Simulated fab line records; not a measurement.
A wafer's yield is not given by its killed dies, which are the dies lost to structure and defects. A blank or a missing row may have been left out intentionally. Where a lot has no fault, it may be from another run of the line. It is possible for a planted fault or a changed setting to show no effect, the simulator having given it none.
Comparing a struck lot with a sound one + flow sky130 + 17 out of 708 route steps
Sound: these wafers, L979.4, L979.5, L979.6. Struck: wafer L985.5. At the end, the cause is stated.
Per side, at each step with rows, come the tool, then ch with its chambers, and then its first start. Under that, the readings that differ: sound wafers + struck wafers + difference of the means + sigmas: that difference in standard deviations of wafers without a fault.
alike: words and numbers the same on both sides, and readings whose means are apart by under 2 such deviations; not compared: readings that were withheld, readings missing a value for some wafer, numbers with overlapping values and no deviation given by the record, and bounds like >300 which may hide the same value.
A row with sigmas, a row that says differs or no value, or rows on one side alone: a step with any of these is where the two part. Non-overlapping numbers with no deviation appear without sigmas and do not part them. A reading that every wafer of one side lacks parts them only if that side has two wafers or more.

SKY_LDD_P_OVL_MEAS_08:
  sound on overlay-02 at day 23 05:23; struck on overlay-02 at day 25 08:25
  alike: LDD_P_OVL
after that, 1 step had no rows for these wafers: SKY_LDD_P_IMPLANT_09.
SKY_LDD_P_STRIP_10: strips in O2/N2.
  sound on plasma_asher-04 ch 0,1, day 23 05:35; struck on plasma_asher-04 ch 0, day 25 08:38
  alike: drypump_motor_current_A, oes_product_au, strip_time_to_endpoint_s
  not compared: rf_hours_counter_h
SKY_LDD_P_TW_MEAS_11:
  sound on film_metro-04 at day 23 05:41; struck on film_metro-03 at day 25 08:43
  alike: LDD_P_TW
then, 7 steps without rows for these wafers: SKY_LDD_HVN_DEHYDRATE_00 (time 60 s); SKY_LDD_HVN_HMDS_01 (prime time 60 s); SKY_LDD_HVN_COAT_02 (resist thk 300 nm); SKY_LDD_HVN_SOFTBAKE_03 (time 60 s); SKY_LDD_HVN_EXPOSE_04 (exposes mask HVNTM, target cd 700 nm); SKY_LDD_HVN_PEB_05; SKY_LDD_HVN_DEVELOP_06 (develop time 60 s).
SKY_LDD_HVN_OVL_MEAS_07:
  sound on overlay-01 at day 24 10:14; struck on overlay-02 at day 26 13:29
  alike: LDD_HVN_OVL
SKY_LDD_HVN_IMPLANT_08:
  sound on implanter-01 ch 0, day 24 10:20; struck on implanter-01 ch 0, day 26 13:35
| reading            | sound           | struck | difference | sigmas |
|--------------------|-----------------|--------|------------|--------|
| beam_on_s (s)      | 9.84 9.77 10.07 | 11.12  | +1.23      | +6     |
| faraday_current_uA | 172 173 169     | 152    | -19        | -6     |
  alike: beam_energy_keV
SKY_LDD_HVN_STRIP_09: strips in O2/N2.
  sound on plasma_asher-04 ch 0,1, day 24 10:26; struck on plasma_asher-04 ch 0, day 26 13:43
  alike: drypump_motor_current_A, oes_product_au, strip_time_to_endpoint_s
  not compared: rf_hours_counter_h
SKY_LDD_HVN_TW_MEAS_10:
  sound on film_metro-02 at day 24 10:32; struck on film_metro-02 at day 26 13:47
| reading    | sound          | struck | difference | sigmas |
|------------|----------------|--------|------------|--------|
| LDD_HVN_TW | 1431 1423 1430 | 1456   | +28        | +2     |
then, 1 step without rows for these wafers: SKY_LDD_HVP_DEHYDRATE_00 (time 60 s).
-- the record jumps here: 23 days lie between the struck wafers' starts before and after (it left off in module LDD_HVP and takes up again in module PAD_OPEN, whose first step shown is number 708 of the route) --
SKY_PAD_OPEN_PROBE_99:
  sound on prober-01 at day 48 15:47; struck on prober-01 at day 49 22:47
| reading                        | sound          | struck | difference | sigmas |
|--------------------------------|----------------|--------|------------|--------|
| model.etest.tip_n_5v.rs_ohm_sq | 1401 1390 1392 | 1328   | -66        |        |
  alike: killed_at_M0_to_M3, killed_at_M4_up, killed_at_contacts, killed_at_front_end, killed_at_other, killed_dies, killed_open, killed_short

== WHERE THEY PART ==
First at SKY_LDD_HVN_IMPLANT_08; last, within this record, at SKY_LDD_HVN_TW_MEAS_10. Later steps at which nothing parts them and some readings are alike: SKY_PAD_OPEN_PROBE_99.

WHY: the cause the simulator had injected
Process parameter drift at SKY_LDD_HVN_IMPLANT_08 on implanter-01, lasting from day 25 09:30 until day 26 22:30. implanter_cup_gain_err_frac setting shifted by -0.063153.
